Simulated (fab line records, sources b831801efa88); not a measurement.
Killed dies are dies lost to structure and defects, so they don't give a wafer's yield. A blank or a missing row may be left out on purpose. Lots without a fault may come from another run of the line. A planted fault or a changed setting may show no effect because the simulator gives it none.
fab line records | flow sfq_line
record lots=7 wafers=20 last_day=76
route steps=325 shown I4@167 JJ@178 M5@198 M8@325
lots that met no fault: from a run of the same line without faults
start_h: hours from the record's first day to the start of the lot's first wafer shown | wait_h: hours since the lot's step before | " the same as in the row above | L1.1+2: a row that stands for several wafers | - no value, or no start given | * or withheld: withheld | < > ~ a bound
route shown NAME@n: a module of which the file shows steps, and the number in the route of the first | usual: mean/standard deviation of fault-free wafers | same: alike in all rows | chamber/n: place in a boat | sites: the reading at each site | _std_site: their standard deviation | _edge_site: outer sites' mean less inner sites' | radius_mm: how far each site lies from the wafer's centre | mask NAME#n: copy n | behind: the tool/chamber that last shaped the wafer | hold: why the lot was held/for how many hours/how that ended | device: the transistor (n, p or np) that didn't switch | end of line: the same wafers' tests at the end of the route | a step without rows: its recipe alone | killed: dies lost to structure and defects at the first sort, not the wafer's yield | map: a wafer's dies, x killed, . not, _ none there
set.NAME: the setting as run; set.NAME@STEP: as run at that earlier step | model.NAME: the simulator's own value behind a step, which no gauge read
lots at some steps of the route; a table a step, a row a wafer
services: from which hour (start_h, from the record's first day; less than 0 if before it) a tool's chamber was out of use, for how many hours, and why
## steps
# step SFQ_TRILAYER_I4_VIA_LITHO_COAT_108
# recipe resist=BARC spin_rpm=3000 resist_thk_nm=62
# step SFQ_TRILAYER_I4_VIA_LITHO_COAT_103
# recipe resist=KrF spin_rpm=3000 resist_thk_nm=650
# step SFQ_TRILAYER_I4_VIA_LITHO_SOFTBAKE_107
# recipe temp_c=withheld time_s=withheld resist=KrF
# step SFQ_TRILAYER_I4_VIA_LITHO_EXPOSE_104
# recipe mask_id=I4 na=0.6 source_shape=conventional sigma_outer=0.65 target_cd_nm=700 dose_mj=21.3
# step SFQ_TRILAYER_I4_VIA_LITHO_PEB_106
# recipe peb_temp_c=115 peb_time_s=60 resist=KrF
# step SFQ_TRILAYER_I4_VIA_LITHO_DEVELOP_105
# recipe time_s=60 resist=KrF
# step SFQ_I4_OVL_MEAS_928
# usual I4_OVL=-4/5.5
# columns lot.wafer tool chamber start_h wait_h I4_OVL[nm]
L118.1 overlay-01 - 931.57 0.1 -14
L118.4 " - " " -9
L118.6 " - " " -9
L119.1 overlay-01 - 935.17 0.1 -1
L119.3 " - " " -1
L119.5 " - " " -4
L123.4 overlay-01 - 958.99 0.1 -7
L123.5 " - " " -3
L123.6 " - " " -5
L131.1 overlay-01 - 1038.95 0.1 -1
L131.6 " - " " -5
L134.1 overlay-01 - 1052.15 0.1 0
L134.5 " - " " 5
L134.6 " - " " 4
L135.1 overlay-01 - 1059.35 0.1 1
L135.2 " - " " 0
L135.4 " - " " 1
L138.1 overlay-02 - 1085.75 0.1 -1
L138.4 " - " " -4
L138.6 " - " " -7
# step SFQ_TRILAYER_I4_VIA_BARC_OPEN_VIA_ETCH_146
# recipe mask_material=PR chemistry=O2 target_depth_nm=125 target=BARC source_w=500 bias_w=80 pressure_mtorr=30 time_s=41.7
# usual drypump_motor_current_A=5.8/0.34 oes_product_au=0.685/0.0043
# columns lot.wafer tool chamber start_h wait_h drypump_motor_current_A oes_product_au rf_hours_counter_h
L118.1 rie_diel-04 3 931.61 0.0 5.8 0.693 8
L118.4 " 0 " " 5.7 0.685 7
L118.6 " 0 " " 5.7 0.691 -
L119.1 rie_diel-02 3 935.21 0.0 5.8 0.688 12
L119.3 " 0 " " 6.0 0.683 2
L119.5 " 3 " " 5.8 0.677 -
L123.4 rie_diel-04 3 959.01 0.0 5.8 0.690 9
L123.5 " 3 " " 5.8 0.680 -
L123.6 " 2 " " 5.9 0.685 -
L131.1 rie_diel-01 0 1038.98 0.0 4.7 0.684 12
L131.6 " 3 " " 5.7 0.683 -
L134.1 rie_diel-01 1 1052.18 0.0 5.9 0.683 6
L134.5 " 1 " " 5.8 0.678 -
L134.6 " 2 " " 6.1 0.669 -
L135.1 rie_diel-02 2 1059.38 0.0 6.1 0.689 14
L135.2 " 0 " " 6.0 0.687 4
L135.4 " 1 " " 6.1 0.683 16
L138.1 rie_diel-01 0 1085.78 0.0 4.8 0.693 13
L138.4 " 1 " " 5.9 0.685 7
L138.6 " 3 " " 5.8 0.677 -
# step SFQ_TRILAYER_I4_VIA_ETCH_VIA_ETCH_106
# recipe target=SiO2 stop_on=Nb mask_material=PR taper_deg=20 chemistry=CHF3 target_depth_nm=260 source_w=500 bias_w=80 pressure_mtorr=30 time_s=withheld
# step SFQ_TRILAYER_I4_VIA_STRIP_STRIP_107
# recipe gas=O2 power_w=200 platen_temp_c=40 overash_fraction=0.65 chemistry=O2 pressure_mtorr=50
# step SFQ_TRILAYER_I4_VIA_STRIP_SOLV_CLEAN_108
# recipe chemistry=NMP temp_c=70 time_s=600
# step SFQ_TRILAYER_JJ_TRILAYER_DEP_PRE_CLEAN_113
# recipe gas=Ar time_s=22.5 bias_v=250
# step SFQ_TRILAYER_JJ_TRILAYER_DEP_SPUTTER_109
# recipe material=Nb base_pressure_pa=1.33e-06 chamber_pressure_pa=0.1333 substrate_temp_c=20 target_thk_nm=150 power_w=2000 time_s=100
# usual throttle_valve_pct=29.9/0.79
# columns lot.wafer tool chamber start_h wait_h throttle_valve_pct model.Nb_of_TRILAYER_JJ_TRILAYER_DEP_SPUTTER_109.thk_nm
L118.1 pvd_sputter-04 - 932.57 0.0 31.8 150
L118.4 " - " " 29.0 148.4
L118.6 " - " " 31.2 150.3
L119.1 pvd_sputter-03 - 936.17 0.0 29.2 149.4
L119.3 " - " " 29.9 150
L119.5 " - " " 29.3 150.1
L123.4 pvd_sputter-06 - 959.97 0.0 29.6 148.6
L123.5 " - " " 30.8 148.7
L123.6 " - " " 29.3 147.9
L131.1 pvd_sputter-06 - 1040.14 0.0 29.0 147.8
L131.6 " - " " 29.1 225.3
L134.1 pvd_sputter-06 - 1053.14 0.0 31.3 146.8
L134.5 " - " " 29.3 146.3
L134.6 " - " " 30.9 224.6
L135.1 pvd_sputter-06 - 1060.34 0.0 31.1 149.4
L135.2 " - " " 30.5 226
L135.4 " - " " 29.2 147.7
L138.1 pvd_sputter-03 - 1087.35 0.0 30.1 149
L138.4 " - " " 30.0 148.3
L138.6 " - " " 30.0 147.7
# step SFQ_TRILAYER_JJ_TRILAYER_DEP_SPUTTER_110
# recipe material=Al base_pressure_pa=1.33e-06 target_thk_nm=8 power_w=500 time_s=10 chamber_pressure_pa=0.4
# step SFQ_TRILAYER_JJ_TRILAYER_DEP_AL_OXIDATION_111
# recipe pressure_mbar=0.014667 oxidation_time_s=600 temperature_k=293
# step SFQ_TRILAYER_JJ_TRILAYER_DEP_SPUTTER_112
# recipe material=Nb base_pressure_pa=1.33e-06 chamber_pressure_pa=0.1333 substrate_temp_c=20 target_thk_nm=170 power_w=2000 time_s=113.3
# step SFQ_JJ_RS_MEAS_929
# recipe thk_meas_gauge=four-point-probe reads=Nb_of_TRILAYER_JJ_TRILAYER_DEP_SPUTTER_112
# usual JJ_NB_RS=1.051/0.013
# columns lot.wafer tool chamber start_h wait_h JJ_NB_RS[ohm/sq]
L118.1 film_metro-01 - 933.74 0.0 1.078
L118.4 " - " " 1.052
L118.6 " - " " 1.076
L119.1 film_metro-02 - 937.49 0.0 1.061
L119.3 " - " " 1.079
L119.5 " - " " 1.077
L123.4 film_metro-03 - 961.20 0.1 1.039
L123.5 " - " " 1.039
L123.6 " - " " 1.039
L131.1 film_metro-03 - 1041.31 0.0 1.045
L131.6 " - " " 1.049
L134.1 film_metro-02 - 1054.31 0.0 1.037
L134.5 " - " " 1.029
L134.6 " - " " 1.037
L135.1 film_metro-01 - 1061.51 0.0 1.044
L135.2 " - " " 1.040
L135.4 " - " " 1.046
L138.1 film_metro-01 - 1088.53 0.0 1.018
L138.4 " - " " 1.064
L138.6 " - " " 1.022
# step SFQ_TRILAYER_JJ_CE_LITHO_COAT_119
# recipe resist=BARC spin_rpm=3000 resist_thk_nm=62
# step SFQ_TRILAYER_JJ_CE_LITHO_COAT_114
# recipe resist=KrF spin_rpm=3000 resist_thk_nm=600
# step SFQ_TRILAYER_JJ_CE_LITHO_SOFTBAKE_118
# recipe temp_c=withheld time_s=withheld resist=KrF
# step SFQ_TRILAYER_JJ_CE_LITHO_EXPOSE_115
# recipe mask_id=J5 na=0.6 source_shape=conventional sigma_outer=0.65 target_cd_nm=700 dose_mj=14.4
# step SFQ_TRILAYER_JJ_CE_LITHO_PEB_117
# recipe peb_temp_c=115 peb_time_s=60 resist=KrF
# step SFQ_TRILAYER_JJ_CE_LITHO_DEVELOP_116
# recipe time_s=60 resist=KrF
# step SFQ_JJ_OVL_MEAS_931
# usual J5_OVL=-1/4.9
# columns lot.wafer tool chamber start_h wait_h J5_OVL[nm]
L118.1 overlay-02 - 965.82 0.1 9
L118.4 " - " " 2
L118.6 " - " " 1
L119.1 overlay-02 - 969.42 0.1 -7
L119.3 " - " " -9
L119.5 " - " " -8
L123.4 overlay-01 - 996.84 0.1 5
L123.5 " - " " 5
L123.6 " - " " 4
L131.1 overlay-02 - 1067.64 0.1 -5
L131.6 " - " " -6
L134.1 overlay-02 - 1079.64 0.1 -2
L134.5 " - " " -2
L134.6 " - " " -3
L135.1 overlay-01 - 1090.44 0.1 -7
L135.2 " - " " -5
L135.4 " - " " -8
L138.1 overlay-02 - 1110.88 0.1 6
L138.4 " - " " -8
L138.6 " - " " -1
# step SFQ_TRILAYER_JJ_CE_METRO_MEASURE_117
# step SFQ_TRILAYER_JJ_CE_BARC_OPEN_RIE_150
# recipe mask_material=PR chemistry=O2 target_depth_nm=240 target=BARC icp_w=600 bias_w=80 pressure_mtorr=10 time_s=80
# step SFQ_TRILAYER_JJ_CE_ETCH_RIE_118
# recipe target=Nb stop_on=Al2O3 mask_material=PR taper_deg=13.257 over_etch_frac=0.15 time_s=97.7 chemistry=SF6 target_depth_nm=170 icp_w=600 bias_w=80 pressure_mtorr=10
# usual drypump_motor_current_A=5.7/0.42 oes_product_au=0.989/0.008
# columns lot.wafer tool chamber start_h wait_h drypump_motor_current_A oes_product_au rf_hours_counter_h
L118.1 rie_metal-03 0 967.14 0.1 5.1 0.985 83
L118.4 " 1 " " 5.3 0.991 -
L118.6 " 1 " " 5.3 0.977 -
L119.1 rie_metal-04 0 970.74 0.1 6.0 0.970 82
L119.3 " 0 " " 6.0 0.977 -
L119.5 " 0 " " 6.0 0.976 -
L123.4 rie_metal-03 0 998.18 0.1 5.1 0.999 -
L123.5 " 1 " " 5.3 0.986 -
L123.6 " 0 " " 5.1 1.005 -
L131.1 rie_metal-04 1 1068.97 0.1 5.8 0.991 80
L131.6 " 0 " " 6.0 0.989 -
L134.1 rie_metal-04 0 1080.97 0.1 6.0 0.992 100
L134.5 " 1 " " 5.8 1.001 -
L134.6 " 0 " " 6.0 1.003 -
L135.1 rie_metal-02 1 1091.77 0.1 5.6 0.987 0
L135.2 " 0 " " 6.3 0.990 153
L135.4 " 1 " " 5.6 0.990 -
L138.1 rie_metal-04 0 1112.21 0.1 6.0 0.997 105
L138.4 " 1 " " 5.8 0.985 -
L138.6 " 0 " " 6.0 0.991 -
# step SFQ_TRILAYER_JJ_ANODIZE_ANODIZE_119
# recipe current_density_ma_cm2=withheld end_current_density_ma_cm2=withheld bath_temp_c=withheld
# step SFQ_TRILAYER_JJ_CE_STRIP_STRIP_120
# recipe gas=O2 power_w=200 platen_temp_c=40 overash_fraction=0.65 chemistry=O2 pressure_mtorr=50
# usual drypump_motor_current_A=5.8/0.36 oes_product_au=1.003/0.011
# columns lot.wafer tool chamber start_h wait_h drypump_motor_current_A oes_product_au rf_hours_counter_h
L118.1 rie_metal-02 1 967.75 0.0 5.6 0.986 151
L118.4 " 1 " " 5.6 0.985 -
L118.6 " 0 " " 6.4 0.986 -
L119.1 rie_metal-02 0 971.35 0.0 6.3 1.007 133
L119.3 " 0 " " 6.4 0.998 -
L119.5 " 1 " " 5.6 0.995 -
L123.4 rie_metal-02 1 998.95 0.2 5.6 0.996 -
L123.5 " 0 " " 6.4 0.994 -
L123.6 " 1 " " 5.6 0.980 -
L131.1 rie_metal-04 0 1069.58 0.0 6.0 1.003 98
L131.6 " 1 " " 5.8 1.016 -
L134.1 rie_metal-04 1 1081.58 0.0 5.8 1.010 83
L134.5 " 0 " " 6.0 0.995 -
L134.6 " 1 " " 5.8 1.010 -
L135.1 rie_metal-02 0 1092.38 0.0 6.4 1.003 154
L135.2 " 1 " " 5.6 1.013 1
L135.4 " 1 " " 5.6 1.010 -
L138.1 rie_metal-02 0 1112.82 0.0 6.3 1.002 157
L138.4 " 1 " " 5.6 0.994 -
L138.6 " 1 " " 5.6 1.007 -
# step SFQ_TRILAYER_JJ_CE_STRIP_SOLV_CLEAN_121
# recipe chemistry=NMP temp_c=70 time_s=600
# step SFQ_TRILAYER_M5_LITHO_COAT_128
# recipe resist=BARC spin_rpm=3000 resist_thk_nm=62
# step SFQ_TRILAYER_M5_LITHO_COAT_123
# recipe resist=KrF spin_rpm=3000 resist_thk_nm=600
# step SFQ_TRILAYER_M5_LITHO_SOFTBAKE_127
# recipe temp_c=withheld time_s=withheld resist=KrF
# step SFQ_TRILAYER_M5_LITHO_EXPOSE_124
# recipe mask_id=M5 na=0.6 source_shape=conventional sigma_outer=0.65 target_cd_nm=700 dose_mj=14.4
# step SFQ_TRILAYER_M5_LITHO_PEB_126
# recipe peb_temp_c=115 peb_time_s=60 resist=KrF
# step SFQ_TRILAYER_M5_LITHO_DEVELOP_125
# recipe time_s=60 resist=KrF
# step SFQ_M5_OVL_MEAS_932
# usual M5_OVL=-4/5.9
# columns lot.wafer tool chamber start_h wait_h M5_OVL[nm]
L118.1 overlay-01 - 1083.35 0.1 -6
L118.4 " - " " -1
L118.6 " - " " 0
L119.1 overlay-02 - 1086.95 0.1 -6
L119.3 " - " " -6
L119.5 " - " " -1
L123.4 overlay-01 - 1112.71 0.1 7
L123.5 " - " " 1
L123.6 " - " " 5
L131.1 overlay-02 - 1174.00 0.1 -7
L131.6 " - " " -5
L134.1 overlay-02 - 1188.40 0.1 4
L134.5 " - " " 4
L134.6 " - " " -1
L135.1 overlay-02 - 1196.80 0.1 -2
L135.2 " - " " -5
L135.4 " - " " -14
L138.1 overlay-02 - 1212.40 0.1 -9
L138.4 " - " " -4
L138.6 " - " " -5
# step SFQ_TRILAYER_M5_BARC_OPEN_METAL_ETCH_161
# recipe mask_material=PR chemistry=O2 target_depth_nm=125 target=BARC icp_w=600 bias_w=80 pressure_mtorr=10 time_s=41.7
# usual drypump_motor_current_A=5.4/0.41 oes_product_au=0.686/0.0049
# columns lot.wafer tool chamber start_h wait_h drypump_motor_current_A oes_product_au rf_hours_counter_h
L118.1 rie_metal-01 0 1083.38 0.0 5.0 0.694 12
L118.4 " 0 " " 5.0 0.680 -
L118.6 " 0 " " 4.9 0.686 -
L119.1 rie_metal-01 0 1086.98 0.0 5.0 0.700 13
L119.3 " 0 " " 5.0 0.682 -
L119.5 " 0 " " 5.0 0.685 -
L123.4 rie_metal-04 1 1112.75 0.0 5.8 0.686 -
L123.5 " 1 " " 5.8 0.684 -
L123.6 " 0 " " 6.0 0.692 -
L131.1 rie_metal-04 0 1174.03 0.0 6.0 0.694 118
L131.6 " 0 " " 6.0 0.684 -
L134.1 rie_metal-03 1 1188.43 0.0 5.3 0.688 111
L134.5 " 1 " " 5.3 0.686 -
L134.6 " 0 " " 5.1 0.685 -
L135.1 rie_metal-04 1 1196.83 0.0 5.8 0.689 105
L135.2 " 0 " " 6.0 0.688 122
L135.4 " 0 " " 6.0 0.689 -
L138.1 rie_metal-03 0 1212.43 0.0 5.1 0.681 125
L138.4 " 0 " " 5.1 0.680 -
L138.6 " 0 " " 5.1 0.680 -
# step SFQ_TRILAYER_M5_ETCH_METAL_ETCH_126
# recipe target=Nb stop_on=SiO2 mask_material=PR over_etch_frac=0.15 time_s=203.2 chemistry=Cl2/BCl3 target_depth_nm=265 icp_w=600 bias_w=80 pressure_mtorr=10
# usual drypump_motor_current_A=5.4/0.41 oes_product_au=0.726/0.0062
# columns lot.wafer tool chamber start_h wait_h drypump_motor_current_A oes_product_au rf_hours_counter_h model.etch.depth_nm model.M5.feature_depth_nm
L118.1 rie_metal-01 0 1083.50 0.1 5.0 0.723 12 150 162.2
L118.4 " 0 " " 5.0 0.722 - 148.4 160.6
L118.6 " 0 " " 5.0 0.719 - 150.3 162.5
L119.1 rie_metal-01 0 1087.10 0.1 5.0 0.722 13 149.4 161.6
L119.3 " 0 " " 5.0 0.735 - 150 162.1
L119.5 " 0 " " 5.0 0.733 - 150.1 162.4
L123.4 rie_metal-04 1 1112.86 0.1 5.8 0.732 - 148.6 161.1
L123.5 " 1 " " 5.8 0.720 - 148.7 161.1
L123.6 " 0 " " 6.0 0.722 - 147.9 160.3
L131.1 rie_metal-04 0 1174.09 0.0 6.0 0.724 118 147.8 160
L131.6 " 0 " " 6.0 0.907 - 225.3 237.6
L134.1 rie_metal-03 1 1188.49 0.0 5.3 0.717 112 146.8 159.3
L134.5 " 1 " " 5.3 0.729 - 146.3 158.8
L134.6 " 0 " " 5.1 0.902 - 224.6 237.2
L135.1 rie_metal-04 1 1196.89 0.0 5.8 0.727 105 149.4 162.1
L135.2 " 0 " " 6.0 0.905 122 226 238.3
L135.4 " 0 " " 6.0 0.727 - 147.7 159.9
L138.1 rie_metal-03 0 1212.54 0.1 5.1 0.724 125 149 161.7
L138.4 " 0 " " 5.1 0.724 - 148.3 160.9
L138.6 " 0 " " 5.1 0.725 - 147.7 160.3
# step SFQ_TRILAYER_M5_STRIP_STRIP_127
# recipe gas=O2 power_w=200 platen_temp_c=40 overash_fraction=0.65 chemistry=O2 pressure_mtorr=50
# usual drypump_motor_current_A=5.4/0.41 oes_product_au=1.002/0.012
# columns lot.wafer tool chamber start_h wait_h drypump_motor_current_A oes_product_au rf_hours_counter_h
L118.1 rie_metal-01 0 1083.89 0.3 5.0 0.990 12
L118.4 " 0 " " 5.0 1.013 -
L118.6 " 0 " " 5.0 1.003 -
L119.1 rie_metal-01 0 1087.49 0.3 5.0 0.995 13
L119.3 " 0 " " 5.0 0.999 -
L119.5 " 0 " " 5.0 0.987 -
L123.4 rie_metal-04 1 1113.19 0.3 5.9 1.007 -
L123.5 " 1 " " 5.8 1.013 -
L123.6 " 0 " " 6.0 1.010 -
L131.1 rie_metal-04 0 1174.29 0.1 6.0 0.996 118
L131.6 " 0 " " 6.0 0.995 -
L134.1 rie_metal-03 1 1188.69 0.1 5.3 1.000 112
L134.5 " 1 " " 5.3 1.005 -
L134.6 " 0 " " 5.1 1.013 -
L135.1 rie_metal-04 1 1197.09 0.1 5.8 1.023 105
L135.2 " 0 " " 6.0 1.004 122
L135.4 " 0 " " 6.0 1.019 -
L138.1 rie_metal-03 0 1212.88 0.2 5.1 1.028 126
L138.4 " 0 " " 5.1 1.025 -
L138.6 " 0 " " 5.1 1.027 -
# step SFQ_TRILAYER_M5_STRIP_SOLV_CLEAN_128
# recipe chemistry=NMP temp_c=70 time_s=600
# step SFQ_M8_BOW_MEAS_951
# recipe mode=bow
# usual M8_BOW=5/12
# columns lot.wafer tool chamber start_h wait_h M8_BOW[um] model.etest.m5.ohm_um model.etest.i4.link_ohm model.etest.i5.link_ohm model.etest.m5.ohm_sq
L118.1 film_metro-01 - 1659.81 0.0 -23 1.705 2.159 2.276 1.188
L118.4 " - " " 3 1.727 2.202 2.307 1.2
L118.6 " - " " -1 1.702 2.187 2.294 1.185
L119.1 film_metro-04 - 1668.39 0.0 17 1.706 2.171 2.261 1.192
L119.3 " - " " 17 1.697 2.169 2.271 1.188
L119.5 " - " " 10 1.692 2.163 2.257 1.187
L123.4 film_metro-01 - 1694.22 0.1 13 1.716 2.178 2.283 1.198
L123.5 " - " " 9 1.721 2.173 2.288 1.198
L123.6 " - " " 5 1.723 2.184 2.311 1.204
L131.1 film_metro-01 - 1733.95 0.0 0 1.721 2.184 2.309 1.205
L131.6 " - " " 2 1.131 1.74 1.867 0.7908
L134.1 film_metro-04 - 1752.31 0.0 -5 1.734 2.192 2.306 1.214
L134.5 " - " " -3 1.74 2.195 2.303 1.217
L134.6 " - " " -7 1.135 1.731 1.878 0.7934
L135.1 film_metro-04 - 1753.51 0.0 4 1.712 2.19 2.285 1.193
L135.2 " - " " -10 1.129 1.751 1.885 0.7884
L135.4 " - " " -6 1.727 2.214 2.292 1.206
L138.1 film_metro-04 - 1834.49 0.0 16 1.708 2.175 2.267 1.196
L138.4 " - " " 25 1.716 2.193 2.266 1.202
L138.6 " - " " 13 1.721 2.204 2.267 1.206
## services
# columns tool chamber start_h hours kind
rie_diel-02 3 910.39 1.9 repair
pvd_sputter-06 - 914.01 2.9 repair
rie_diel-02 - 914.09 0.8 repair
rie_diel-02 3 928.30 3.6 repair
rie_diel-02 - 929.99 2.8 pm
pvd_sputter-03 - 932.82 2.5 repair
rie_metal-03 - 938.81 14.6 pm
rie_diel-01 0 953.37 3.8 repair
rie_diel-01 3 969.52 3.5 repair
rie_diel-04 3 982.74 26.3 repair
rie_diel-01 2 1005.82 4.9 repair
rie_metal-03 0 1007.35 4.8 repair
rie_diel-01 3 1008.48 3.1 repair
rie_diel-04 1 1016.50 3.4 repair
pvd_sputter-03 - 1042.44 0.5 repair
rie_diel-01 1 1132.24 5.5 repair
rie_metal-02 - 1132.49 1.4 repair
rie_diel-01 3 1147.61 6.5 repair
rie_metal-03 1 1162.17 7.6 repair
rie_diel-01 0 1167.15 3.3 repair
rie_metal-03 0 1173.82 10.9 repair
pvd_sputter-06 - 1178.60 8.1 repair
rie_metal-02 - 1195.87 4.3 pm
rie_metal-02 0 1201.50 5.2 repair
## key
first_sign step=SFQ_TRILAYER_M5_ETCH_METAL_ETCH_126 reading=oes_product_au direction=up sigmas=29 usual=0.726 struck=0.905
effect none on later readings
model_effect step=SFQ_TRILAYER_JJ_TRILAYER_DEP_SPUTTER_109 value=Nb_of_TRILAYER_JJ_TRILAYER_DEP_SPUTTER_109.thk_nm without=148.3 struck=225.3
model_effect step=SFQ_TRILAYER_M5_ETCH_METAL_ETCH_126 value=etch.depth_nm without=148.3 struck=225.3
model_effect step=SFQ_M8_BOW_MEAS_951 value=etest.m5.ohm_um without=1.72 struck=1.132
met_at SFQ_TRILAYER_JJ_TRILAYER_DEP_SPUTTER_109
struck_wafers L131.6,L134.6,L135.2
onset_between 959.97 1040.14
fault kind=process_parameter_drift tool=pvd_sputter-06 chamber=- onset_h=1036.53 steps=SFQ_TRILAYER_JJ_TRILAYER_DEP_SPUTTER_109 channel=time_s offset=* shape=step end_h=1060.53 scope=struck_wafers_only acts_in=* stated=*
